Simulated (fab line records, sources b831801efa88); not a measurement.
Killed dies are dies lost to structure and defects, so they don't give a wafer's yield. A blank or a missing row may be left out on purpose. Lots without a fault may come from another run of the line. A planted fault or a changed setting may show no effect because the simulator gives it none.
One fault seen from 2 desks | flow sky130 | each desk has only its own numbers; what lay behind them comes last

THE TOOL OWNER'S DESK: implanter-04
The tool's own readings at SKY_VT_ADJUST_LVTN_IMPLANT_19: means of the sampled wafers that have a number, for each lot that ran on this tool. A lot is out of limits, marked OUT, if its mean lies more than 4 standard deviations from the usual mean; the brackets give that distance.
Columns: A = dose_ions_cm2 at SKY_VT_ADJUST_LVTN_IMPLANT_19, usual 6.5e+11; B = faraday_current_uA at SKY_VT_ADJUST_LVTN_IMPLANT_19, usual 3.67
lot  | first seen here | A                         | B
L591 | day 8 07:19     | 6.5e+11                   | 3.70
L596 | day 9 12:10     | 6.5e+11                   | 3.67
L602 | day 11 11:26    | 6.5e+11                   | 3.64
L605 | day 12 04:38    | 6.4e+10 (-99 or more) OUT | 0.37 (-47) OUT
L606 | day 12 11:05    | 6.5e+10 (-99 or more) OUT | 0.37 (-46) OUT
This desk's finding: out of limits on L605, L606; first on L605, day 12 04:38 (dose_ions_cm2 at SKY_VT_ADJUST_LVTN_IMPLANT_19). In limits: L591, L596, L602.

THE METROLOGY DESK
What the gauges read, lot by lot, whatever tool the lot ran on: means of the sampled wafers that have a number. A lot is out of limits, marked OUT, if its mean lies more than 4 standard deviations from the usual mean; the brackets give that distance.
Columns: A = INCOMING_BOW at SKY_FIELD_ISO_BOW_MEAS_00, usual 0 um; B = VT_ADJUST_LVTN_2_TW at SKY_VT_ADJUST_LVTN_TW_MEAS_21, usual 189.2; C = SONOS_ONO_CVD_02_THK at SKY_SONOS_ONO_THK_MEAS_03, usual 10.51 nm; D = cd_nm at SKY_POLY_GATE_CD_MEAS_13, usual 150.0 nm
lot  | first seen here | A | B               | C     | D
L589 | day 1 10:00     | 3 | 190.5           | 10.47 | 149.8
L591 | day 1 20:00     | 4 | 189.7           | 10.67 | 149.9
L592 | day 2 01:01     | 5 | 189.5           | 10.46 | 149.9
L594 | day 2 11:02     | 4 | 187.8           | 10.24 | 151.4
L596 | day 2 21:02     | 7 | 191.2           | 10.49 | 149.7
L602 | day 4 03:01     | 1 | 188.7           | 10.57 | 148.9
L605 | day 4 18:01     | 4 | 104.2 (-53) OUT | -     | -
L606 | day 4 23:01     | 4 | 103.8 (-53) OUT | -     | -
L607 | day 5 04:04     | 0 | 189.0           | 10.36 | 146.8
L608 | day 5 09:00     | 2 | 192.1           | 10.62 | 149.5
L609 | day 5 14:01     | 5 | 189.4           | 10.76 | 148.9
L610 | day 5 19:04     | 6 | 187.8           | 10.43 | 151.2
L611 | day 6 00:01     | 1 | 187.7           | 10.40 | 151.2
This desk's finding: out of limits on L605, L606; first on L605, day 12 04:52 (VT_ADJUST_LVTN_2_TW at SKY_VT_ADJUST_LVTN_TW_MEAS_21). In limits: L589, L591, L592, L594, L596, L602, L607, L608, L609, L610, L611.

PUT TOGETHER
The tool owner's desk could have raised an alarm at day 12 04:38, on L605, L606.
The metrology desk could have raised an alarm at day 12 04:52, on L605, L606.
Of the lots named, all ran SKY_VT_ADJUST_LVTN_IMPLANT_19 on implanter-04.

WHAT THE SIMULATOR HAD PUT IN
Process parameter drift: implanter-04, from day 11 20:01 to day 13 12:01, at SKY_VT_ADJUST_LVTN_IMPLANT_19. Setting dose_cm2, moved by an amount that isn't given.
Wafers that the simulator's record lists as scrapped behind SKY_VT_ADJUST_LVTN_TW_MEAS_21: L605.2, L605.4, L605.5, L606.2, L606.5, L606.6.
Lots struck among those shown: L605, L606.
Hours from the fault's start to each desk's first reading out of limits: the tool owner's desk, 9; the metrology desk, 9.
